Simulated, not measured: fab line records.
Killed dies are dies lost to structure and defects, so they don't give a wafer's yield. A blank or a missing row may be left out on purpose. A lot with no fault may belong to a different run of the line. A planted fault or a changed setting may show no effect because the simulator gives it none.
Which tool was responsible? | flow gf180mcu | 6 lots with 18 wafers sampled at 3 steps, on a route of 602 steps

## WHAT THE GAUGES SHOWED, per wafer
GF_V1_CD_MEAS_14: the cd target is 260 nm.
lot  | measured     | on        | cd-nm (nm)
L384 | day 19 02:20 | cd-sem-01 | 261.2 261.3 260.6
L387 | day 20 10:59 | cd-sem-02 | 258.8 259.4 260.2
L388 | day 20 22:13 | cd-sem-01 | 260.3 259.3 260.1
L391 | day 22 00:47 | cd-sem-02 | 258.3 258.2 257.1
L397 | day 23 23:47 | cd-sem-01 | 248.4 249.4 249.6
L404 | day 26 02:40 | cd-sem-02 | 259.9 260.0 257.8

## TOOL THAT RAN EACH LOT (tool first, then ch and the chambers of the sampled wafers, then the start)
lot  | GF_M1_SPUTTER_02             | GF_V1_EXPOSE_11
L384 | pvd-sputter-02, day 17 01:49 | krf-scanner-01 ch 0, day 18 14:31
L387 | pvd-sputter-03, day 18 09:20 | krf-scanner-02 ch 0, day 19 23:04
L388 | pvd-sputter-02, day 18 19:35 | krf-scanner-01 ch 0, day 20 09:45
L391 | pvd-sputter-04, day 19 22:32 | krf-scanner-01 ch 0, day 21 12:45
L397 | pvd-sputter-02, day 22 00:26 | krf-scanner-02 ch 0, day 23 12:59
L404 | pvd-sputter-03, day 24 06:14 | krf-scanner-01 ch 0, day 25 16:23
- GF_M1_SPUTTER_02: material AlCu, target thk 450 nm, time 23.9 s.
- GF_V1_EXPOSE_11: exposes mask Via1, target cd 260 nm.

## THE ANSWER, worked out from the rows above alone
Rule: the lots themselves supply what counts as usual. Put in order of their means at a reading, lots are off if they are a third of the lots or fewer, leave a main group of 4 or more, and stand apart from it by a gap of 3 or more times the standard deviation of the main group's means; of several such gaps the widest counts. Not used: any main group whose means are identical at the precision the tables above print for the reading. Also off: a lot with no number at a reading for which 4 or more lots have one. The other lots that the step has rows for count as sound.
Off at GF_V1_CD_MEAS_14 (cd-nm): L397. Main group: mean 259.5 nm, sd 1.
If a tool, at a process step before that reading, ran all the lots that are off and no sound lot after the first of them, it fits. Those tools and the gauges at GF_V1_CD_MEAS_14 are tried in the same way. Can't be told from this: 3 tools fit, pvd-sputter-02 at GF_M1_SPUTTER_02, krf-scanner-02 at GF_V1_EXPOSE_11, cd-sem-01 at GF_V1_CD_MEAS_14.

## WHAT WAS PUT IN BY THE SIMULATOR
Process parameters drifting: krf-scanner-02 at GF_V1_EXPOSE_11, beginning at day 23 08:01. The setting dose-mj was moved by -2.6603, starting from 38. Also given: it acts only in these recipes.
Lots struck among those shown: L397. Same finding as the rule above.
